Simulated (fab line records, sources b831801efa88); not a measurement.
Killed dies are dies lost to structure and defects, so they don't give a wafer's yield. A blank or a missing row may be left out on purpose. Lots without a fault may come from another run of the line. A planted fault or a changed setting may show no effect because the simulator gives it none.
Which tool did it? | flow sky130 | 14 lots, 42 wafers sampled, at 4 steps of a route of 708

WHAT THE GAUGES READ, wafer by wafer
SKY_CAP2M_OVL_MEAS_12. Usual: CAP2M_OVL 0.0 nm, standard deviation 1.4.
lot  | measured     | on         | CAP2M_OVL (nm) | flag
L210 | day 40 16:41 | overlay-01 | 0.2 1.9 2.8    |
L212 | day 41 02:25 | overlay-02 | 0.3 0.6 -0.1   |
L213 | day 42 21:58 | overlay-02 | 0.4 0.6 0.2    |
L218 | day 43 03:44 | overlay-02 | 0.6 -0.4 2.4   |
L219 | day 44 10:11 | overlay-01 | 2.8 0.6 0.1    |
L220 | day 44 10:56 | overlay-01 | 0.4 -0.4 -0.2  |
L230 | day 45 23:34 | overlay-01 | -2.1 -1.9 -0.6 |
L229 | day 46 04:52 | overlay-01 | 1.6 1.5 0.5    |
L231 | day 46 05:05 | overlay-02 | -1.0 -0.5 0.4  |
L232 | day 46 14:25 | overlay-01 | -0.2 -1.7 -1.0 |
L233 | day 46 16:14 | overlay-01 | -1.3 0.5 -3.6  |

WHICH TOOL RAN EACH LOT (tool, then ch and the chambers of the sampled wafers, then the start)
lot  | SKY_METAL3_STRIP_19                  | SKY_METAL4_SPUTTER_00        | SKY_CAP2M_CVD_00
L210 | plasma_asher-01 ch 0,1, day 38 13:35 | pvd_sputter-01, day 39 16:19 | pecvd-02 ch 0,1,2, day 39 16:29
L212 | plasma_asher-03 ch 0,1, day 38 23:16 | pvd_sputter-04, day 40 02:41 | pecvd-02 ch 0,1,2, day 40 02:50
L213 | plasma_asher-01 ch 0,1, day 40 20:05 | pvd_sputter-04, day 41 22:26 | pecvd-02 ch 0,1,2, day 41 22:35
L218 | plasma_asher-03 ch 0,1, day 41 01:23 | pvd_sputter-03, day 42 04:08 | pecvd-04 ch 1,2, day 42 04:17
L219 | plasma_asher-02 ch 0,1, day 42 08:59 | pvd_sputter-01, day 43 10:32 | pecvd-03 ch 0,2, day 43 10:43
L220 | plasma_asher-03 ch 0,1, day 42 09:20 | pvd_sputter-01, day 43 11:41 | pecvd-04 ch 0,1,2, day 43 11:51
L221 | plasma_asher-03 ch 0,1, day 42 11:54 | pvd_sputter-03, day 43 14:25 | pecvd-03 ch 0,2, day 43 14:35
L223 | plasma_asher-02 ch 0,1, day 42 12:49 | pvd_sputter-04, day 43 15:34 | pecvd-02 ch 0,1, day 43 15:44
L225 | plasma_asher-01 ch 0,1, day 42 14:51 | pvd_sputter-04, day 43 17:01 | pecvd-03 ch 0,2, day 43 17:11
L230 | plasma_asher-03 ch 0,1, day 44 01:47 | pvd_sputter-01, day 45 02:20 | pecvd-03 ch 0,1,2, day 45 02:29
L229 | plasma_asher-01 ch 0,1, day 44 05:41 | pvd_sputter-01, day 45 07:11 | pecvd-02 ch 0,1, day 45 07:20
L231 | plasma_asher-02 ch 0,1, day 44 07:16 | pvd_sputter-03, day 45 07:29 | pecvd-04 ch 0,1,2, day 45 07:39
L232 | plasma_asher-02 ch 0,1, day 44 18:01 | pvd_sputter-01, day 45 18:09 | pecvd-02 ch 0,2, day 45 18:19
L233 | plasma_asher-02 ch 0,1, day 44 19:17 | pvd_sputter-01, day 45 19:59 | pecvd-04 ch 1,2, day 45 20:08
- SKY_METAL3_STRIP_19: strips in O2/N2.
- SKY_METAL4_SPUTTER_00: material Ti, target thk 15 nm, time 10 s.
- SKY_CAP2M_CVD_00: deposits SiO2, target thk 15.5 nm.

WHAT THE TOOLS THEMSELVES READ (means of the sampled wafers that have a number; where no wafer has one, the mark that the record gives instead)
SKY_METAL3_STRIP_19. Usual: drypump_motor_current_A 5.8 A, standard deviation 0.45; oes_product_au 0.501 a.u., standard deviation 0.0064; strip_time_to_endpoint_s 6.49 s, standard deviation 0.096.
lot  | tool            | drypump_motor_current_A (A) | oes_product_au (a.u.) | strip_time_to_endpoint_s (s) | flag
L210 | plasma_asher-01 | 5.6                         | 0.501                 | 6.50                         |
L212 | plasma_asher-03 | 6.3                         | 0.495                 | 6.35                         |
L213 | plasma_asher-01 | 5.8                         | 0.502                 | 6.43                         |
L218 | plasma_asher-03 | 6.0                         | 0.491                 | 6.39                         |
L219 | plasma_asher-02 | 5.2                         | 0.504                 | 6.51                         |
L220 | plasma_asher-03 | 6.3                         | 0.503                 | 6.45                         |
L221 | plasma_asher-03 | 6.3                         | 0.493                 | 6.35                         |
L223 | plasma_asher-02 | 5.3                         | 0.508                 | 6.57                         |
L225 | plasma_asher-01 | 5.8                         | 0.505                 | 6.61                         |
L230 | plasma_asher-03 | 6.0                         | 0.503                 | 6.53                         |
L229 | plasma_asher-01 | 5.8                         | 0.502                 | 6.51                         |
L231 | plasma_asher-02 | 5.2                         | 0.505                 | 6.59                         |
L232 | plasma_asher-02 | 5.3                         | 0.503                 | 6.44                         |
L233 | plasma_asher-02 | 5.3                         | 0.505                 | 6.49                         |

SKY_METAL4_SPUTTER_00. Usual: throttle_valve_pct 29.8 %, standard deviation 0.89.
lot  | tool           | throttle_valve_pct (%) | flag
L210 | pvd_sputter-01 | 29.8                   |
L212 | pvd_sputter-04 | 30.3                   |
L213 | pvd_sputter-04 | 29.8                   |
L218 | pvd_sputter-03 | 29.5                   |
L219 | pvd_sputter-01 | 29.8                   |
L220 | pvd_sputter-01 | 29.8                   |
L221 | pvd_sputter-03 | 28.9                   |
L223 | pvd_sputter-04 | 29.7                   |
L225 | pvd_sputter-04 | 29.9                   |
L230 | pvd_sputter-01 | 30.2                   |
L229 | pvd_sputter-01 | 28.8                   |
L231 | pvd_sputter-03 | 29.5                   |
L232 | pvd_sputter-01 | 29.9                   |
L233 | pvd_sputter-01 | 29.7                   |

SKY_CAP2M_CVD_00. Usual: heater_power_outer_w 424 W, standard deviation 63; heater_power_w 707 W, standard deviation 82.
lot  | tool     | heater_power_outer_w (W) | heater_power_w (W) | flag
L210 | pecvd-02 | 412                      | 675                |
L212 | pecvd-02 | 395                      | 662                |
L213 | pecvd-02 | 426                      | 694                |
L218 | pecvd-04 | 388                      | 651                |
L219 | pecvd-03 | 530                      | 824                |
L220 | pecvd-04 | 424                      | 717                |
L221 | pecvd-03 | -                        | -                  | OFF
L223 | pecvd-02 | -                        | -                  | OFF
L225 | pecvd-03 | -                        | -                  | OFF
L230 | pecvd-03 | 449                      | 736                |
L229 | pecvd-02 | 358                      | 600                |
L231 | pecvd-04 | 442                      | 755                |
L232 | pecvd-02 | 439                      | 714                |
L233 | pecvd-04 | 378                      | 641                |

THE ANSWER, worked out from the rows above alone
Rule: a lot is off if the mean of its wafers that have a number lies more than 3 standard deviations from the usual mean. A lot without any number at a reading at which 4 lots or more have one is off too. The other lots that the step has rows for count as sound. The gauges are gone through in route order, then the tools' own readings, and for those a lot's mean is taken as printed above. The first step at which some lot is off is used, and at that step the reading that is off furthest; a lot without a number counts as furthest.
Off: L221, L223, L225, at SKY_CAP2M_CVD_00 (heater_power_outer_w). Without a number there: L221, L223, L225.
A tool fits if, at that step or a process step before it, it ran every lot that is off, and no sound lot after the first of them. None of those tried fits.

WHAT THE SIMULATOR HAD PUT IN
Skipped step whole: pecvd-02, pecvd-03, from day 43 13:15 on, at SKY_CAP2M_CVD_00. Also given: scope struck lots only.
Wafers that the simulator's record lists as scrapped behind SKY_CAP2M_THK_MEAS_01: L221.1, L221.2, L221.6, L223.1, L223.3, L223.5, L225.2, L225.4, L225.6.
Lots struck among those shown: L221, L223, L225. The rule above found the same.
